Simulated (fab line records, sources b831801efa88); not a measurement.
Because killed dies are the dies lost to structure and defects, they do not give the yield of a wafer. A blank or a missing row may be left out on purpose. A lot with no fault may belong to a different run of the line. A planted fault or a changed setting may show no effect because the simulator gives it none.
8D (eight disciplines) problem report, filled in by code -- flow sky130 -- the parts of the form that need people (team, actions taken, sign-off) are left out

== 1. THE ISSUE ==
Wafers without a fault read 3.3, standard deviation 2; killed_at_M4_up at SKY_PAD_OPEN_PROBE_99 reads a mean of 51.0 on 2 wafers belonging to 2 lots. Measured from the usual mean, that is +24 standard deviations.
First observed at day 49 03:49: wafer L566.6, on prober-01. At this step, 16 wafers from 6 lots have a number in the record. The rule behind "out" and "out of limits": a value lying over 4 standard deviations away from the usual mean. All remaining wafers that have a number are taken as sound.

== 2. WHAT IT IS; WHAT IT IS NOT ==
question,is,is not
which readings at this step,"killed_at_M4_up, killed-dies","killed_at_M0_to_M3, killed-at-contacts, killed-at-front-end, killed-at-other, killed-open, killed-short"
which lots,"L566, L568","L555, L558, L561, L575"
which wafers of those lots,"L566.6, L568.5","L568.1, L568.6"
read on which tools,prober-01,prober-02
when,from day 49 03:49,"up to then (9 sound wafers); but 5 sound wafers of L568, L575 came after"

== 3. WHAT RULES OUT EACH SUSPECT ==
Counting: any tool at a process step up to the reading remains a suspect provided it ran every lot that is out. Sound lots after the first of them don't rule it out here, since some wafers of a struck lot are sound.
- pvd-sputter-02 at SKY_METAL1_SPUTTER_03 (material Ti, target thk 5 nm, time 3.3 s): kept. It ran every lot that is out, first L566 (day 36 00:23).
- rie-metal-04 at SKY_METAL1_DESCUM_17 (chemistry O2, time 8 s): kept. It ran every lot that is out, first L566 (day 37 03:08).
- pvd-sputter-04 at SKY_VIA4_SPUTTER_17 (material TiN, target thk 20 nm, time 80 s): kept. It ran every lot that is out, first L566 (day 46 13:09); its last sound lot up to then is L561 (day 45 16:40).
- prober-01 at SKY_PAD_OPEN_PROBE_99: kept. It ran every lot that is out, first L566 (day 49 03:49); its last sound lot up to then is L558 (day 47 07:37). Its own readings are out on those wafers: killed_at_M4_up, killed-dies.
Left after counting: pvd-sputter-02 at SKY_METAL1_SPUTTER_03, rie-metal-04 at SKY_METAL1_DESCUM_17, pvd-sputter-04 at SKY_VIA4_SPUTTER_17, prober-01 at SKY_PAD_OPEN_PROBE_99.

== 4. THE CAUSE (what the simulator had put in) ==
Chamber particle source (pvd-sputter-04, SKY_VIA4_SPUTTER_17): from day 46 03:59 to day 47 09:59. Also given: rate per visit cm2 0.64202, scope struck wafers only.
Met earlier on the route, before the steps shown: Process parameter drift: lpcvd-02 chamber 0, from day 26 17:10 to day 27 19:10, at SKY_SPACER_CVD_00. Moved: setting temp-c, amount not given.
Counting leaves 4 suspects; this tool is one of them.

== 5. SEQUENCE OF EFFECTS, ordered by route ==
One row per reading whose mean, taken over the struck wafers that have a number, lies over 3 standard deviations from the usual. Only readings for which the record gives a usual standard deviation are gone through. hours: the time from each lot's start at the first step in this table that gives one to its start at this step, as a median over the lots. sigmas: the change in usual standard deviations.
hours,step,reading,usual,on struck wafers,change,sigmas
0,SKY_PAD_OPEN_PROBE_99,killed_at_M4_up,3.3,51.0,+47.7,+24
0,SKY_PAD_OPEN_PROBE_99,killed-dies,86,126,+40,+4.3
Here are the process steps it includes:
- SKY_PAD_OPEN_PROBE_99

== 6. HOW IT WOULD HAVE BEEN CAUGHT EARLIER ==
The fault began at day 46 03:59; the first out-of-limits reading in this record came at day 49 03:49, 72 hours later.
No tool reading at SKY_VIA4_SPUTTER_17 that has a usual standard deviation in the record was out on any struck wafer, so an alarm limit of 4 standard deviations on those readings would not have fired.
Lots out: 2; all had begun SKY_VIA4_SPUTTER_17 on pvd-sputter-04 by day 49 03:49. Holding the tool at that point would not have protected any of them.
